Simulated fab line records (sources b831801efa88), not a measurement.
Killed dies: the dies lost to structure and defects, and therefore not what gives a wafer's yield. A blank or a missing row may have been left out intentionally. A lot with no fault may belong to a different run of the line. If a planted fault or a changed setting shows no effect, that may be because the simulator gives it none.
The tool behind it: which one? ; flow gf180mcu ; Sampling: 13 lots, 39 wafers, 4 of 602 route steps

WHAT THE GAUGES SHOWED, per wafer
GF_VT_IMPLANT_OVL_MEAS_29.
lot;measured;on;VT_IMPLANT_02_OVL (nm)
L145;day 6 16:52;overlay-01;1.1 -0.8 2.2
L146;day 7 05:04;overlay-02;1.1 -0.1 -1.6
L147;day 7 08:31;overlay-02;-1.3 -1.0 -0.9
L149;day 8 05:17;overlay-01;-0.8 -0.8 0.5
L151;day 8 18:20;overlay-01;-2.5 -3.5 -2.2
L152;day 9 02:44;overlay-02;0.3 1.1 -0.2
L153;day 9 03:37;overlay-02;-0.1 0.5 0.3
L155;day 9 12:59;overlay-01;-1.0 -0.8 -1.1
L156;day 10 01:50;overlay-01;2.2 2.0 1.9
L162;day 11 11:07;overlay-01;-1.1 -0.7 -0.7
L165;day 12 07:49;overlay-01;0.4 1.4 -0.4
L167;day 12 21:55;overlay-01;-0.3 -0.3 -0.8
L168;day 13 04:19;overlay-01;-2.2 -2.8 -1.7

GF_SAB_CD_MEAS_09 targets a cd of 420 nm.
lot;measured;on;cdNm (nm)
L145;day 14 20:18;cdSem-02;422.8 421.8 420.6
L146;day 15 13:24;cdSem-02;417.1 418.2 419.3
L147;day 15 18:01;cdSem-02;419.2 418.5 420.8
L149;day 16 20:49;cdSem-02;421.2 420.0 422.0
L151;day 17 18:18;cdSem-01;417.4 416.5 416.9
L152;day 18 00:54;cdSem-02;423.3 424.1 425.1
L153;day 18 03:43;cdSem-02;423.7 421.0 419.7
L155;day 18 18:10;cdSem-01;419.2 418.5 417.7
L156;day 19 09:03;cdSem-01;419.5 420.7 419.3
L162;day 21 09:37;cdSem-01;417.1 417.6 418.8
L165;day 22 07:59;cdSem-01;422.7 421.0 420.2
L167;day 22 19:19;cdSem-01;419.7 419.3 420.5
L168;day 23 04:18;cdSem-02;422.0 422.4 421.7

TOOL THAT RAN EACH LOT (tool first, then ch and the chambers of the sampled wafers, then the start)
lot;GF_HV_LDD_COAT_02;GF_HV_LDD_STRIP_10
L145;lithoTrack-04 ch 0, day 9 10:37;plasmaAsher-02 ch 0,1, day 9 19:39
L146;lithoTrack-02 ch 0, day 9 23:14;plasmaAsher-04 ch 0,1, day 10 08:28
L147;lithoTrack-03 ch 0, day 10 04:04;plasmaAsher-01 ch 0,1, day 10 13:28
L149;lithoTrack-02 ch 0, day 11 02:36;plasmaAsher-02 ch 0,1, day 11 12:41
L151;lithoTrack-03 ch 0, day 11 19:34;plasmaAsher-01 ch 0,1, day 12 05:10
L152;lithoTrack-02 ch 0, day 12 02:20;plasmaAsher-02 ch 0,1, day 12 12:12
L153;lithoTrack-02 ch 0, day 12 04:44;plasmaAsher-02 ch 0,1, day 12 15:13
L155;lithoTrack-02 ch 0, day 12 15:27;plasmaAsher-02 ch 0,1, day 13 01:27
L156;lithoTrack-04 ch 0, day 13 03:37;plasmaAsher-01 ch 0,1, day 13 13:44
L162;lithoTrack-03 ch 0, day 14 20:38;plasmaAsher-02 ch 0,1, day 15 07:20
L165;lithoTrack-04 ch 0, day 15 17:13;plasmaAsher-01 ch 0,1, day 16 04:48
L167;lithoTrack-04 ch 0, day 16 04:35;plasmaAsher-04 ch 0,1, day 16 16:43
L168;lithoTrack-02 ch 0, day 16 14:08;plasmaAsher-02 ch 0,1, day 17 01:34
- GF_HV_LDD_COAT_02: resist thk 1000 nm.
- GF_HV_LDD_STRIP_10: strips in O2/N2.

AS READ BY THE TOOLS THEMSELVES (means over the sampled wafers that have a number; for cases with no such wafer, the mark the record gives instead)
GF_HV_LDD_COAT_02.
lot;tool;chillPlateTempC (C)
L145;lithoTrack-04;22.94
L146;lithoTrack-02;22.93
L147;lithoTrack-03;22.94
L149;lithoTrack-02;22.92
L151;lithoTrack-03;22.96
L152;lithoTrack-02;22.96
L153;lithoTrack-02;22.86
L155;lithoTrack-02;23.13
L156;lithoTrack-04;23.00
L162;lithoTrack-03;23.07
L165;lithoTrack-04;22.97
L167;lithoTrack-04;23.06
L168;lithoTrack-02;23.00

GF_HV_LDD_STRIP_10.
lot;tool;drypumpMotorCurrentA (A);heaterPowerW (W);oesProductAu (a.u.);stripTimeToEndpointS (s)
L145;plasmaAsher-02;5.8;344;0.714;12.609
L146;plasmaAsher-04;5.1;334;0.715;12.611
L147;plasmaAsher-01;5.6;337;0.716;12.642
L149;plasmaAsher-02;5.7;321;0.718;12.612
L151;plasmaAsher-01;5.8;316;0.717;12.667
L152;plasmaAsher-02;5.7;321;0.719;12.659
L153;plasmaAsher-02;5.9;337;0.719;12.653
L155;plasmaAsher-02;5.9;340;0.712;12.441
L156;plasmaAsher-01;5.8;320;0.715;12.669
L162;plasmaAsher-02;5.7;327;0.720;12.609
L165;plasmaAsher-01;5.8;315;0.713;12.603
L167;plasmaAsher-04;5.1;335;0.716;12.648
L168;plasmaAsher-02;5.7;328;0.720;12.618

THE ANSWER, worked out from the rows above alone
Rule: the lots themselves supply what counts as usual. Put in order of their means at a reading, lots are off if they are a third of the lots or fewer, leave a main group of 4 or more, and stand apart from it by a gap of 3 or more times the standard deviation of the main group's means; of several such gaps the widest counts. A main group whose means are all the same, to the digits that the tables above print for the reading, isn't used. Also off: a lot with no number at a reading for which 4 or more lots have one. The other lots that the step has rows for count as sound. First the gauges in route order, then the tools' own readings, where a lot's mean is used as printed above. The first step at which some lot is off is used, and at that step the reading that is off furthest; a lot without a number counts as furthest.
Off: L155, at GF_HV_LDD_STRIP_10 (stripTimeToEndpointS). Mean 12.633 s and standard deviation 0.024 in the main group.
If a tool, at that step or one of the process steps before it, ran each lot that is off and ran no sound lot following the first of them, it fits. No candidate that was tried fits.

WHAT THE SIMULATOR PUT IN
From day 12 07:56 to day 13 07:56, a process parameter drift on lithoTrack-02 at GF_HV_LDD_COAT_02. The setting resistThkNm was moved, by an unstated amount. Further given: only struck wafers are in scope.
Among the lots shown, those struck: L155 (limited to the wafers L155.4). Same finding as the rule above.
